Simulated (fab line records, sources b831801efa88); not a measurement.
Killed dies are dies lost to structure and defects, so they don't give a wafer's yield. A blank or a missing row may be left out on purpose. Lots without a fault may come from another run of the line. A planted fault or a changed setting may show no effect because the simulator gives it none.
fab line records | flow sky130
record lots=5 wafers=15 last_day=49
route steps=708 shown PWDE@50 NWELL@56 VT_ADJUST_HVTP@85
lots that met no fault: from a run of the same line without faults
start_h: hours from the record's first day to the start of the lot's first wafer shown | wait_h: hours since the lot's step before | " the same as in the row above | L1.1+2: a row that stands for several wafers | - no value, or no start given | * or withheld: withheld | < > ~ a bound
route shown NAME@n: a module of which the file shows steps, and the number in the route of the first | usual: mean/standard deviation of fault-free wafers | same: alike in all rows | chamber/n: place in a boat | sites: the reading at each site | _std_site: their standard deviation | _edge_site: outer sites' mean less inner sites' | radius_mm: how far each site lies from the wafer's centre | mask NAME#n: copy n | behind: the tool/chamber that last shaped the wafer | hold: why the lot was held/for how many hours/how that ended | device: the transistor (n, p or np) that didn't switch | end of line: the same wafers' tests at the end of the route | a step without rows: its recipe alone | killed: dies lost to structure and defects at the first sort, not the wafer's yield | map: a wafer's dies, x killed, . not, _ none there
set.NAME: the setting as run; set.NAME@STEP: as run at that earlier step | model.NAME: the simulator's own value behind a step, which no gauge read
lots at some steps of the route; a table a step, a row a wafer
services: from which hour (start_h, from the record's first day; less than 0 if before it) a tool's chamber was out of use, for how many hours, and why
## steps
# step SKY_PWDE_PEB_05
# recipe temp_c=115 time_s=withheld
# usual plate_temp_C=115.01/0.12
# columns lot.wafer tool chamber start_h wait_h plate_temp_C
L074.2 litho_track-04 0 - - 115.07
L074.3 " 0 " " 114.89
L074.4 " 0 " " 114.98
L075.1 litho_track-04 0 - - 115.17
L075.2 " 0 " " 115.19
L075.4 " 0 " " 115.02
L087.2 litho_track-03 0 - - 114.88
L087.3 " 0 " " 115.13
L087.6 " 0 " " 115.16
L088.1 litho_track-02 0 - - 114.96
L088.3 " 0 " " 114.98
L088.6 " 0 " " 114.86
L095.1 litho_track-04 0 - - 114.97
L095.2 " 0 " " 114.99
L095.4 " 0 " " 114.90
# step SKY_PWDE_DEVELOP_06
# recipe wall_angle_deg=90 developer=TMAH develop_time_s=60 dev_temp_c=23
# columns lot.wafer tool chamber start_h wait_h
L074.2+3+4 litho_track-04 0 - -
L075.1+2+4 litho_track-04 0 - -
L087.2+3+6 litho_track-03 0 - -
L088.1+3+6 litho_track-02 0 - -
L095.1+2+4 litho_track-04 0 - -
# step SKY_PWDE_OVL_MEAS_07
# usual PWDE_OVL=1.5/1.6
# columns lot.wafer tool chamber start_h wait_h PWDE_OVL[nm]
L074.2 overlay-02 - 67.25 - 1.3
L074.3 " - " " 1.4
L074.4 " - " " 1.8
L075.1 overlay-02 - 75.69 - 3.0
L075.2 " - " " 3.1
L075.4 " - " " 4.1
L087.2 overlay-01 - 140.46 - 2.5
L087.3 " - " " 0.8
L087.6 " - " " 2.9
L088.1 overlay-01 - 155.76 - -0.7
L088.3 " - " " -1.5
L088.6 " - " " 0.7
L095.1 overlay-02 - 188.44 - 4.5
L095.2 " - " " 4.3
L095.4 " - " " 2.0
# step SKY_PWDE_IMPLANT_08
# recipe species=B energy_kev=150 dose_cm2=3.6e+12 tilt_deg=withheld
# usual beam_on_s=10.00/0.2 end_station_pressure_torr=5e-06/2.7e-07
# columns lot.wafer tool chamber start_h wait_h beam_on_s end_station_pressure_torr
L074.2 implanter-04 0 67.30 0.0 9.93 4.97e-06
L074.3 " 0 " " 9.80 5.06e-06
L074.4 " 0 " " 10.32 4.79e-06
L075.1 implanter-04 0 75.73 0.0 9.97 5.08e-06
L075.2 " 0 " " 10.33 4.98e-06
L075.4 " 0 " " 9.76 4.73e-06
L087.2 implanter-04 0 140.52 0.0 10.00 4.93e-06
L087.3 " 0 " " 10.16 5.21e-06
L087.6 " 0 " " 10.02 5.1e-06
L088.1 implanter-03 0 155.80 0.0 9.65 4.5e-06
L088.3 " 0 " " 10.05 4.8e-06
L088.6 " 0 " " 10.11 5.05e-06
L095.1 implanter-01 0 188.48 0.0 10.09 5.72e-06
L095.2 " 0 " " 9.92 5.25e-06
L095.4 " 0 " " 9.94 5.15e-06
# step SKY_PWDE_STRIP_09
# recipe chemistry=O2/N2 power_w=1400 pressure_mtorr=1500 platen_temp_c=withheld o2_flow_sccm=3000 n2_flow_sccm=300 overash_fraction=0.5
# usual drypump_motor_current_A=5.6/0.41 oes_product_au=0.722/0.0042 strip_time_to_endpoint_s=36.95/0.099
# same overash_fraction=0.5
# columns lot.wafer tool chamber start_h wait_h drypump_motor_current_A oes_product_au rf_hours_counter_h strip_time_to_endpoint_s
L074.2 plasma_asher-04 1 67.43 0.1 5.8 0.724 39 37.05
L074.3 " 0 " " 5.6 0.725 - 37.06
L074.4 " 1 " " 5.8 0.723 - 36.98
L075.1 plasma_asher-04 1 75.88 0.1 5.8 0.724 39 36.83
L075.2 " 0 " " 5.6 0.716 39 36.88
L075.4 " 0 " " 5.6 0.718 - 36.87
L087.2 plasma_asher-04 0 140.64 0.1 5.6 0.722 2 37.11
L087.3 " 1 " " 5.8 0.721 - 36.87
L087.6 " 0 " " 5.6 0.726 - 36.98
L088.1 plasma_asher-01 1 155.95 0.1 5.8 0.720 35 36.89
L088.3 " 0 " " 5.2 0.724 - 36.89
L088.6 " 1 " " 5.8 0.725 - 36.95
L095.1 plasma_asher-03 1 188.63 0.1 4.9 0.720 52 37.05
L095.2 " 0 " " 6.2 0.714 52 37.07
L095.4 " 0 " " 6.3 0.724 - 37.03
# step SKY_PWDE_TW_MEAS_10
# usual PWDE_TW=373.1/1.8
# columns lot.wafer tool chamber start_h wait_h PWDE_TW
L074.2 film_metro-02 - 67.54 0.1 376.3
L074.3 " - " " 374.3
L074.4 " - " " 374.0
L075.1 film_metro-01 - 75.98 0.1 372.0
L075.2 " - " " 371.5
L075.4 " - " " 371.8
L087.2 film_metro-02 - 140.75 0.1 377.0
L087.3 " - " " 375.2
L087.6 " - " " 375.7
L088.1 film_metro-03 - 156.05 0.1 374.6
L088.3 " - " " 372.8
L088.6 " - " " 371.3
L095.1 film_metro-03 - 188.73 0.1 372.6
L095.2 " - " " 374.0
L095.4 " - " " 371.2
# step SKY_NWELL_DEHYDRATE_03
# recipe temp_c=200 time_s=60
# usual plate_temp_C=199.97/0.16
# columns lot.wafer tool chamber start_h wait_h plate_temp_C
L074.2 litho_track-03 0 75.18 7.6 200.16
L074.3 " 0 " " 200.07
L074.4 " 0 " " 199.99
L075.1 litho_track-03 0 83.56 7.6 199.58
L075.2 " 0 " " 199.68
L075.4 " 0 " " 199.96
L087.2 litho_track-01 0 150.00 9.2 200.11
L087.3 " 0 " " 200.07
L087.6 " 0 " " 199.90
L088.1 litho_track-03 0 165.36 9.3 199.90
L088.3 " 0 " " 200.20
L088.6 " 0 " " 200.14
L095.1 litho_track-01 0 198.93 10.2 199.77
L095.2 " 0 " " 200.03
L095.4 " 0 " " 199.73
# step SKY_NWELL_HMDS_04
# recipe prime_time_s=60 prime_temp_c=120
# columns lot.wafer tool chamber start_h wait_h
L074.2+3+4 litho_track-03 0 75.33 0.1
L075.1+2+4 litho_track-03 0 83.71 0.1
L087.2+3+6 litho_track-01 0 150.15 0.1
L088.1+3+6 litho_track-03 0 165.51 0.1
L095.1+2+4 litho_track-01 0 199.08 0.1
# step SKY_NWELL_COAT_05
# recipe spin_rpm=2000 resist_thk_nm=3000
# usual spin_speed_rpm=2000.1/1.2
# columns lot.wafer tool chamber start_h wait_h spin_speed_rpm
L074.2 litho_track-03 0 75.48 0.1 1999.3
L074.3 " 0 " " 1999.9
L074.4 " 0 " " 1999.6
L075.1 litho_track-03 0 83.86 0.1 2001.8
L075.2 " 0 " " 2000.1
L075.4 " 0 " " 2001.7
L087.2 litho_track-01 0 150.30 0.1 1999.0
L087.3 " 0 " " 2002.0
L087.6 " 0 " " 2000.8
L088.1 litho_track-03 0 165.66 0.1 1997.9
L088.3 " 0 " " 1998.9
L088.6 " 0 " " 2000.8
L095.1 litho_track-01 0 199.23 0.1 2000.4
L095.2 " 0 " " 1998.4
L095.4 " 0 " " 1998.7
# step SKY_NWELL_SOFTBAKE_06
# recipe temp_c=110 time_s=withheld
# usual plate_temp_C=110.00/0.12
# columns lot.wafer tool chamber start_h wait_h plate_temp_C
L074.2 litho_track-03 0 75.64 0.1 109.97
L074.3 " 0 " " 110.00
L074.4 " 0 " " 109.88
L075.1 litho_track-03 0 84.01 0.1 109.83
L075.2 " 0 " " 109.88
L075.4 " 0 " " 110.00
L087.2 litho_track-01 0 150.46 0.1 110.10
L087.3 " 0 " " 110.07
L087.6 " 0 " " 109.84
L088.1 litho_track-03 0 165.81 0.1 110.03
L088.3 " 0 " " 109.99
L088.6 " 0 " " 110.07
L095.1 litho_track-01 0 199.38 0.1 109.83
L095.2 " 0 " " 109.99
L095.4 " 0 " " 110.09
# step SKY_NWELL_EXPOSE_07
# recipe mask_id=NWM na=0.6 source_shape=conventional sigma_outer=0.6 polarization=unpolarized target_cd_nm=840 dose_mj=255
# columns lot.wafer tool chamber start_h wait_h mask
L074.2+3+4 iline_stepper-02 0 - - NWM#0
L075.1+2+4 iline_stepper-02 0 - - NWM#0
L087.2+3+6 iline_stepper-02 0 - - NWM#0
L088.1+3+6 iline_stepper-02 0 - - NWM#0
L095.1+2+4 iline_stepper-01 0 - - NWM#0
# step SKY_NWELL_PEB_08
# recipe temp_c=115 time_s=withheld
# usual plate_temp_C=115.02/0.13
# columns lot.wafer tool chamber start_h wait_h plate_temp_C
L074.2 litho_track-01 0 - - 115.07
L074.3 " 0 " " 115.00
L074.4 " 0 " " 114.92
L075.1 litho_track-03 0 - - 114.98
L075.2 " 0 " " 115.21
L075.4 " 0 " " 114.95
L087.2 litho_track-01 0 - - 115.15
L087.3 " 0 " " 115.10
L087.6 " 0 " " 115.26
L088.1 litho_track-03 0 - - 115.29
L088.3 " 0 " " 115.19
L088.6 " 0 " " 115.16
L095.1 litho_track-04 0 - - 114.82
L095.2 " 0 " " 114.81
L095.4 " 0 " " 114.88
# step SKY_NWELL_DEVELOP_09
# recipe wall_angle_deg=90 developer=TMAH develop_time_s=60 dev_temp_c=23
# columns lot.wafer tool chamber start_h wait_h
L074.2+3+4 litho_track-01 0 - -
L075.1+2+4 litho_track-03 0 - -
L087.2+3+6 litho_track-01 0 - -
L088.1+3+6 litho_track-03 0 - -
L095.1+2+4 litho_track-04 0 - -
# step SKY_NWELL_OVL_MEAS_10
# usual NWELL_00_OVL=-0.4/1.2
# columns lot.wafer tool chamber start_h wait_h NWELL_00_OVL[nm]
L074.2 overlay-01 - 83.93 - -0.1
L074.3 " - " " -0.6
L074.4 " - " " 0.0
L075.1 overlay-01 - 92.56 - -0.5
L075.2 " - " " -0.7
L075.4 " - " " 0.1
L087.2 overlay-01 - 160.83 - 0.1
L087.3 " - " " -1.4
L087.6 " - " " -0.3
L088.1 overlay-02 - 176.10 - 0.1
L088.3 " - " " -0.4
L088.6 " - " " -0.4
L095.1 overlay-01 - 209.79 - -2.5
L095.2 " - " " -3.7
L095.4 " - " " -2.8
# step SKY_NWELL_IMPLANT_11
# recipe species=P energy_kev=400 dose_cm2=1.9e+13 tilt_deg=withheld
# usual beam_on_s=10.02/0.2 end_station_pressure_torr=5.08e-06/2.8e-07
# columns lot.wafer tool chamber start_h wait_h beam_on_s end_station_pressure_torr
L074.2 implanter-04 0 83.99 0.0 10.07 5.12e-06
L074.3 " 0 " " 10.12 5.29e-06
L074.4 " 0 " " 10.21 5.27e-06
L075.1 implanter-03 0 92.59 0.0 10.14 5.42e-06
L075.2 " 0 " " 10.22 4.93e-06
L075.4 " 0 " " 9.72 4.96e-06
L087.2 implanter-03 0 160.89 0.0 9.74 5.06e-06
L087.3 " 0 " " 10.04 4.71e-06
L087.6 " 0 " " 9.75 4.74e-06
L088.1 implanter-02 0 176.14 0.0 9.92 4.48e-06
L088.3 " 0 " " 10.38 4.69e-06
L088.6 " 0 " " 9.94 5.34e-06
L095.1 implanter-03 0 209.83 0.0 9.79 5.12e-06
L095.2 " 0 " " 10.19 5.56e-06
L095.4 " 0 " " 10.21 4.81e-06
# step SKY_NWELL_IMPLANT_12
# recipe species=P energy_kev=120 dose_cm2=1.3e+12 tilt_deg=withheld
# usual beam_on_s=9.98/0.21 end_station_pressure_torr=4.98e-06/2.4e-07
# columns lot.wafer tool chamber start_h wait_h beam_on_s end_station_pressure_torr
L074.2 implanter-04 0 84.14 0.1 9.63 5.32e-06
L074.3 " 0 " " 9.89 5.34e-06
L074.4 " 0 " " 9.97 5.27e-06
L075.1 implanter-03 0 92.74 0.1 10.05 5.14e-06
L075.2 " 0 " " 9.82 5.21e-06
L075.4 " 0 " " 9.96 4.91e-06
L087.2 implanter-03 0 161.04 0.1 10.26 4.84e-06
L087.3 " 0 " " 9.90 4.69e-06
L087.6 " 0 " " 9.85 4.83e-06
L088.1 implanter-02 0 176.29 0.1 10.04 4.29e-06
L088.3 " 0 " " 10.02 4.94e-06
L088.6 " 0 " " 10.06 4.87e-06
L095.1 implanter-03 0 209.98 0.1 9.80 5.03e-06
L095.2 " 0 " " 9.96 5.24e-06
L095.4 " 0 " " 10.02 5.24e-06
# step SKY_NWELL_IMPLANT_13
# recipe species=P energy_kev=50 dose_cm2=7e+11 tilt_deg=withheld
# usual beam_on_s=10.01/0.21 end_station_pressure_torr=4.99e-06/2.5e-07
# columns lot.wafer tool chamber start_h wait_h beam_on_s end_station_pressure_torr
L074.2 implanter-04 0 84.29 0.1 10.01 4.91e-06
L074.3 " 0 " " 9.87 5.14e-06
L074.4 " 0 " " 10.35 4.76e-06
L075.1 implanter-03 0 92.89 0.1 10.01 4.71e-06
L075.2 " 0 " " 10.11 5.3e-06
L075.4 " 0 " " 9.82 5.07e-06
L087.2 implanter-03 0 161.19 0.1 9.94 4.68e-06
L087.3 " 0 " " 9.91 4.83e-06
L087.6 " 0 " " 9.78 4.85e-06
L088.1 implanter-02 0 176.44 0.1 10.00 5.12e-06
L088.3 " 0 " " 9.49 4.74e-06
L088.6 " 0 " " 10.18 4.98e-06
L095.1 implanter-03 0 210.13 0.1 10.14 5.33e-06
L095.2 " 0 " " 10.05 5.18e-06
L095.4 " 0 " " 10.25 4.69e-06
# step SKY_NWELL_STRIP_14
# recipe chemistry=O2/N2 power_w=1400 pressure_mtorr=1500 platen_temp_c=withheld o2_flow_sccm=3000 n2_flow_sccm=300 overash_fraction=0.5
# usual drypump_motor_current_A=5.6/0.65 oes_product_au=0.722/0.0048 strip_time_to_endpoint_s=36.91/0.096
# same overash_fraction=0.5
# columns lot.wafer tool chamber start_h wait_h drypump_motor_current_A oes_product_au rf_hours_counter_h strip_time_to_endpoint_s
L074.2 plasma_asher-03 0 84.41 0.1 6.2 0.720 41 36.84
L074.3 " 1 " " 4.9 0.727 - 36.77
L074.4 " 0 " " 6.2 0.721 - 36.72
L075.1 plasma_asher-03 0 93.04 0.1 6.2 0.724 42 36.88
L075.2 " 1 " " 4.9 0.727 42 36.98
L075.4 " 0 " " 6.3 0.722 - 36.89
L087.2 plasma_asher-04 1 161.31 0.1 5.8 0.716 4 36.89
L087.3 " 0 " " 5.5 0.722 - 36.82
L087.6 " 0 " " 5.5 0.727 - 36.78
L088.1 plasma_asher-03 0 176.59 0.1 6.2 0.719 51 36.83
L088.3 " 0 " " 6.3 0.723 - 36.74
L088.6 " 1 " " 4.9 0.721 - 36.82
L095.1 plasma_asher-02 0 210.28 0.1 6.4 0.732 49 36.91
L095.2 " 1 " " 4.9 0.720 49 37.07
L095.4 " 0 " " 6.4 0.726 - 36.81
# step SKY_NWELL_TW_MEAS_15
# usual NWELL_TW=1816/9.1
# columns lot.wafer tool chamber start_h wait_h NWELL_TW
L074.2 film_metro-03 - 84.52 0.1 1811
L074.3 " - " " 1822
L074.4 " - " " 1817
L075.1 film_metro-01 - 93.14 0.1 1817
L075.2 " - " " 1815
L075.4 " - " " 1812
L087.2 film_metro-02 - 161.42 0.1 1820
L087.3 " - " " 1827
L087.6 " - " " 1828
L088.1 film_metro-01 - 176.69 0.1 1814
L088.3 " - " " 1816
L088.6 " - " " 1817
L095.1 film_metro-03 - 210.38 0.1 1812
L095.2 " - " " 1805
L095.4 " - " " 1798
# step SKY_NWELL_DEHYDRATE_16
# recipe temp_c=200 time_s=60
# usual plate_temp_C=200.00/0.17
# columns lot.wafer tool chamber start_h wait_h plate_temp_C
L074.2 litho_track-03 0 92.58 8.0 199.95
L074.3 " 0 " " 200.08
L074.4 " 0 " " 200.11
L075.1 litho_track-01 0 101.68 8.5 199.78
L075.2 " 0 " " 199.89
L075.4 " 0 " " 199.89
L087.2 litho_track-03 0 170.53 9.1 199.74
L087.3 " 0 " " 199.78
L087.6 " 0 " " 199.89
L088.1 litho_track-03 0 186.41 9.7 200.13
L088.3 " 0 " " 199.98
L088.6 " 0 " " 200.06
L095.1 litho_track-04 0 219.69 9.3 200.02
L095.2 " 0 " " 200.12
L095.4 " 0 " " 200.00
# step SKY_NWELL_HMDS_17
# recipe prime_time_s=60 prime_temp_c=120
# columns lot.wafer tool chamber start_h wait_h
L074.2+3+4 litho_track-03 0 92.73 0.1
L075.1+2+4 litho_track-01 0 101.83 0.1
L087.2+3+6 litho_track-03 0 170.68 0.1
L088.1+3+6 litho_track-03 0 186.56 0.1
L095.1+2+4 litho_track-04 0 219.84 0.1
# step SKY_NWELL_COAT_18
# recipe spin_rpm=2000 resist_thk_nm=3000
# usual spin_speed_rpm=1999.9/0.97
# columns lot.wafer tool chamber start_h wait_h spin_speed_rpm
L074.2 litho_track-03 0 92.88 0.1 2000.1
L074.3 " 0 " " 1998.6
L074.4 " 0 " " 1999.9
L075.1 litho_track-01 0 101.98 0.1 1999.5
L075.2 " 0 " " 1999.1
L075.4 " 0 " " 1999.6
L087.2 litho_track-03 0 170.83 0.1 1999.9
L087.3 " 0 " " 1999.2
L087.6 " 0 " " 1999.9
L088.1 litho_track-03 0 186.71 0.1 2000.6
L088.3 " 0 " " 2000.6
L088.6 " 0 " " 2001.1
L095.1 litho_track-04 0 219.99 0.1 1999.2
L095.2 " 0 " " 1998.0
L095.4 " 0 " " 2002.3
# step SKY_NWELL_SOFTBAKE_19
# recipe temp_c=110 time_s=withheld
# usual plate_temp_C=109.99/0.14
# columns lot.wafer tool chamber start_h wait_h plate_temp_C
L074.2 litho_track-03 0 93.04 0.1 110.10
L074.3 " 0 " " 110.01
L074.4 " 0 " " 110.18
L075.1 litho_track-01 0 102.13 0.1 109.99
L075.2 " 0 " " 109.89
L075.4 " 0 " " 109.62
L087.2 litho_track-03 0 170.99 0.1 110.10
L087.3 " 0 " " 109.90
L087.6 " 0 " " 109.93
L088.1 litho_track-03 0 186.86 0.1 110.09
L088.3 " 0 " " 109.95
L088.6 " 0 " " 109.81
L095.1 litho_track-04 0 220.14 0.1 109.73
L095.2 " 0 " " 110.00
L095.4 " 0 " " 109.98
# step SKY_NWELL_EXPOSE_20
# recipe mask_id=NWM_COMPLEMENT na=0.6 source_shape=conventional sigma_outer=0.6 polarization=unpolarized target_cd_nm=840 dose_mj=260
# columns lot.wafer tool chamber start_h wait_h mask
L074.2+3+4 iline_stepper-01 0 - - NWM_COMPLEMENT#0
L075.1+2+4 iline_stepper-01 0 - - NWM_COMPLEMENT#0
L087.2+3+6 iline_stepper-02 0 - - NWM_COMPLEMENT#0
L088.1+3+6 iline_stepper-01 0 - - NWM_COMPLEMENT#0
L095.1+2+4 iline_stepper-01 0 - - NWM_COMPLEMENT#0
# step SKY_NWELL_PEB_21
# recipe temp_c=115 time_s=withheld
# usual plate_temp_C=114.97/0.14
# columns lot.wafer tool chamber start_h wait_h plate_temp_C
L074.2 litho_track-04 0 - - 114.88
L074.3 " 0 " " 115.07
L074.4 " 0 " " 114.91
L075.1 litho_track-03 0 - - 114.93
L075.2 " 0 " " 114.97
L075.4 " 0 " " 115.12
L087.2 litho_track-01 0 - - 114.86
L087.3 " 0 " " 115.21
L087.6 " 0 " " 115.03
L088.1 litho_track-03 0 - - 114.86
L088.3 " 0 " " 114.71
L088.6 " 0 " " 114.98
L095.1 litho_track-04 0 - - 115.09
L095.2 " 0 " " 115.04
L095.4 " 0 " " 115.16
# step SKY_NWELL_DEVELOP_22
# recipe wall_angle_deg=90 developer=TMAH develop_time_s=60 dev_temp_c=23
# columns lot.wafer tool chamber start_h wait_h
L074.2+3+4 litho_track-04 0 - -
L075.1+2+4 litho_track-03 0 - -
L087.2+3+6 litho_track-01 0 - -
L088.1+3+6 litho_track-03 0 - -
L095.1+2+4 litho_track-04 0 - -
# step SKY_NWELL_OVL_MEAS_23
# usual NWELL_01_OVL=-0.6/1.3
# columns lot.wafer tool chamber start_h wait_h NWELL_01_OVL[nm]
L074.2 overlay-02 - 102.45 - -0.8
L074.3 " - " " -1.2
L074.4 " - " " -1.0
L075.1 overlay-01 - 110.46 - -1.4
L075.2 " - " " -2.5
L075.4 " - " " -1.1
L087.2 overlay-02 - 181.33 - -1.8
L087.3 " - " " -2.1
L087.6 " - " " -0.7
L088.1 overlay-02 - 197.55 - 1.9
L088.3 " - " " -0.1
L088.6 " - " " -0.2
L095.1 overlay-01 - 231.04 - -3.2
L095.2 " - " " -2.0
L095.4 " - " " -1.9
# step SKY_NWELL_IMPLANT_24
# recipe species=B energy_kev=140 dose_cm2=9.2e+12 tilt_deg=withheld
# usual beam_on_s=10.02/0.21 end_station_pressure_torr=5.05e-06/2.7e-07
# columns lot.wafer tool chamber start_h wait_h beam_on_s end_station_pressure_torr
L074.2 implanter-04 0 102.50 0.0 10.44 5.34e-06
L074.3 " 0 " " 9.94 5.04e-06
L074.4 " 0 " " 9.98 5.03e-06
L075.1 implanter-02 0 110.49 0.0 9.62 4.7e-06
L075.2 " 0 " " 9.83 5.42e-06
L075.4 " 0 " " 9.99 4.78e-06
L087.2 implanter-03 0 181.40 0.1 10.15 5.05e-06
L087.3 " 0 " " 10.02 4.95e-06
L087.6 " 0 " " 10.00 5.47e-06
L088.1 implanter-03 0 197.59 0.0 10.05 4.88e-06
L088.3 " 0 " " 9.95 5.07e-06
L088.6 " 0 " " 9.99 5.27e-06
L095.1 implanter-03 0 231.08 0.0 9.79 5.48e-06
L095.2 " 0 " " 10.34 4.46e-06
L095.4 " 0 " " 10.07 4.91e-06
# step SKY_NWELL_STRIP_25
# recipe chemistry=O2/N2 power_w=1400 pressure_mtorr=1500 platen_temp_c=withheld o2_flow_sccm=3000 n2_flow_sccm=300 overash_fraction=0.5
# usual drypump_motor_current_A=5.6/0.64 oes_product_au=0.723/0.0048 strip_time_to_endpoint_s=36.92/0.12
# same overash_fraction=0.5
# columns lot.wafer tool chamber start_h wait_h drypump_motor_current_A oes_product_au rf_hours_counter_h strip_time_to_endpoint_s
L074.2 plasma_asher-02 0 102.63 0.1 6.5 0.724 40 36.83
L074.3 " 1 " " 4.9 0.719 - 36.76
L074.4 " 0 " " 6.4 0.720 - 36.81
L075.1 plasma_asher-02 1 110.64 0.1 4.9 0.723 41 36.78
L075.2 " 0 " " 6.4 0.720 41 36.79
L075.4 " 1 " " 4.9 0.726 - 36.89
L087.2 plasma_asher-04 1 181.53 0.1 5.8 0.724 6 36.77
L087.3 " 1 " " 5.8 0.730 - 36.77
L087.6 " 1 " " 5.8 0.717 - 36.71
L088.1 plasma_asher-02 1 197.74 0.1 4.8 0.722 48 36.83
L088.3 " 0 " " 6.4 0.719 - 36.94
L088.6 " 1 " " 4.9 0.726 - 36.80
L095.1 plasma_asher-02 0 231.23 0.1 6.4 0.718 51 36.84
L095.2 " 1 " " 4.8 0.726 51 36.89
L095.4 " 0 " " 6.4 0.717 - 36.93
# step SKY_NWELL_TW_MEAS_26
# usual NWELL_2_TW=497.1/2.6
# columns lot.wafer tool chamber start_h wait_h NWELL_2_TW
L074.2 film_metro-01 - 102.74 0.1 497.5
L074.3 " - " " 495.8
L074.4 " - " " 495.9
L075.1 film_metro-03 - 110.74 0.1 493.1
L075.2 " - " " 494.3
L075.4 " - " " 495.6
L087.2 film_metro-03 - 181.64 0.1 498.0
L087.3 " - " " 494.5
L087.6 " - " " 494.2
L088.1 film_metro-02 - 197.84 0.1 501.6
L088.3 " - " " 499.6
L088.6 " - " " 496.7
L095.1 film_metro-01 - 231.33 0.1 497.1
L095.2 " - " " 496.3
L095.4 " - " " 494.3
# step SKY_NWELL_CLEAN_27
# recipe chemistry=SC1/SC2 mix=1:4:20 temp_c=70 time_s=150 dry=n2_spin
# columns lot.wafer tool chamber start_h wait_h
L074.2+3+4 wet_bench-01 3 102.79 0.0
L075.1+2+4 wet_bench-02 3 110.80 0.1
L087.2+3+6 wet_bench-02 2 181.69 0.0
L088.1+3+6 wet_bench-01 2 197.90 0.1
L095.1+2+4 wet_bench-01 2 231.39 0.1
# step SKY_NWELL_RTA_28
# recipe temp_c=1050 time_s=30 idle_temp_c=650 ramp_up_c_per_s=150 ramp_down_c_per_s=90 ambient=N2
# usual lamp_power_pct=25.31/0.051 wafer_temp_C_max=1054.9/1
# columns lot.wafer tool chamber start_h wait_h lamp_power_pct wafer_temp_C_max
L074.2 rtp_anneal-02 0 102.85 0.0 25.37 1055.3
L074.3 " 0 " " 25.39 1054.0
L074.4 " 0 " " 25.27 1056.7
L075.1 rtp_anneal-01 0 110.85 0.0 25.30 1053.2
L075.2 " 0 " " 25.48 1055.1
L075.4 " 0 " " 25.27 1053.6
L087.2 rtp_anneal-02 0 181.75 0.0 25.37 1054.3
L087.3 " 0 " " 25.32 1055.4
L087.6 " 0 " " 25.27 1054.3
L088.1 rtp_anneal-02 0 197.95 0.0 25.28 1052.7
L088.3 " 0 " " 25.25 1054.5
L088.6 " 0 " " 25.30 1055.8
L095.1 rtp_anneal-02 0 231.44 0.0 25.34 1054.6
L095.2 " 0 " " 25.26 1055.0
L095.4 " 0 " " 25.20 1053.6
# step SKY_NWELL_RS_MEAS_29
# recipe thk_meas_gauge=four-point-probe
# usual NWELL_RS=625.1/1.7
# columns lot.wafer tool chamber start_h wait_h NWELL_RS[ohm/sq]
L074.2 film_metro-02 - 102.96 0.1 623.4
L074.3 " - " " 623.7
L074.4 " - " " 623.8
L075.1 film_metro-03 - 110.95 0.1 624.5
L075.2 " - " " 623.0
L075.4 " - " " 622.6
L087.2 film_metro-02 - 181.86 0.1 626.5
L087.3 " - " " 626.4
L087.6 " - " " 625.7
L088.1 film_metro-02 - 198.05 0.1 626.1
L088.3 " - " " 624.7
L088.6 " - " " 625.5
L095.1 film_metro-01 - 231.54 0.1 626.1
L095.2 " - " " 625.2
L095.4 " - " " 626.4
# step SKY_NWELL_RS_MEAS_31
# recipe thk_meas_gauge=four-point-probe
# usual PWDE_RS=5279/18
# columns lot.wafer tool chamber start_h wait_h PWDE_RS[ohm/sq]
L074.2 film_metro-02 - 103.20 0.1 5292
L074.3 " - " " 5275
L074.4 " - " " 5290
L075.1 film_metro-03 - 111.19 0.1 5283
L075.2 " - " " 5310
L075.4 " - " " 5285
L087.2 film_metro-02 - 182.10 0.1 5282
L087.3 " - " " 5269
L087.6 " - " " 5271
L088.1 film_metro-02 - 198.29 0.1 5258
L088.3 " - " " 5262
L088.6 " - " " 5277
L095.1 film_metro-01 - 231.78 0.1 5306
L095.2 " - " " 5282
L095.4 " - " " 5298
# step SKY_VT_ADJUST_HVTP_DEHYDRATE_00
# recipe temp_c=200 time_s=60
# usual plate_temp_C=200.02/0.17
# columns lot.wafer tool chamber start_h wait_h plate_temp_C
L074.2 litho_track-04 0 110.96 7.7 199.76
L074.3 " 0 " " 199.64
L074.4 " 0 " " 199.84
L075.1 litho_track-01 0 119.53 8.3 199.97
L075.2 " 0 " " 200.22
L075.4 " 0 " " 200.01
L087.2 litho_track-01 0 192.30 10.2 199.54
L087.3 " 0 " " 199.96
L087.6 " 0 " " 200.11
L088.1 litho_track-04 0 208.49 10.2 199.86
L088.3 " 0 " " 199.93
L088.6 " 0 " " 200.03
L095.1 litho_track-01 0 242.58 10.8 199.89
L095.2 " 0 " " 199.90
L095.4 " 0 " " 199.93
# step SKY_VT_ADJUST_HVTP_HMDS_01
# recipe prime_time_s=60 prime_temp_c=120
# columns lot.wafer tool chamber start_h wait_h
L074.2+3+4 litho_track-04 0 111.11 0.1
L075.1+2+4 litho_track-01 0 119.68 0.1
L087.2+3+6 litho_track-01 0 192.45 0.1
L088.1+3+6 litho_track-04 0 208.64 0.1
L095.1+2+4 litho_track-01 0 242.73 0.1
# step SKY_VT_ADJUST_HVTP_COAT_02
# recipe resist=NOVOLAK spin_rpm=3000 resist_thk_nm=1140
# usual spin_speed_rpm=2999.6/1.8
# columns lot.wafer tool chamber start_h wait_h spin_speed_rpm
L074.2 litho_track-04 0 111.26 0.1 2997.7
L074.3 " 0 " " 2994.8
L074.4 " 0 " " 2998.4
L075.1 litho_track-01 0 119.83 0.1 2998.0
L075.2 " 0 " " 2999.1
L075.4 " 0 " " 3000.0
L087.2 litho_track-01 0 192.60 0.1 2999.7
L087.3 " 0 " " 2998.0
L087.6 " 0 " " 2996.3
L088.1 litho_track-04 0 208.79 0.1 2998.9
L088.3 " 0 " " 3000.4
L088.6 " 0 " " 3001.2
L095.1 litho_track-01 0 242.88 0.1 2999.5
L095.2 " 0 " " 2999.5
L095.4 " 0 " " 2996.9
## services
# columns tool chamber start_h hours kind
implanter-02 - 49.73 4.5 pm
iline_stepper-02 - 58.71 1.7 pm
iline_stepper-01 - 71.08 1.4 repair
iline_stepper-01 - 79.56 1.7 pm
iline_stepper-01 - 82.06 8.2 repair
implanter-04 - 82.60 0.7 repair
rtp_anneal-02 - 87.70 5.2 pm
implanter-01 - 94.78 8.4 repair
plasma_asher-04 - 108.75 9.0 pm
implanter-01 - 122.25 1.6 repair
implanter-04 - 136.49 4.0 repair
plasma_asher-04 - 141.71 4.5 repair
implanter-04 - 147.27 163.1 pm
plasma_asher-02 - 155.94 14.6 pm
iline_stepper-02 - 164.18 1.0 repair
plasma_asher-03 - 170.99 1.3 repair
implanter-03 - 189.38 0.7 repair
wet_bench-02 - 192.43 64.6 pm
plasma_asher-04 - 195.30 4.3 repair
implanter-02 - 212.21 4.0 pm
iline_stepper-02 - 218.74 2.1 pm
rtp_anneal-01 - 220.73 3.5 pm
implanter-02 - 227.04 106.0 repair
iline_stepper-01 - 229.50 2.1 pm
## key
fault none
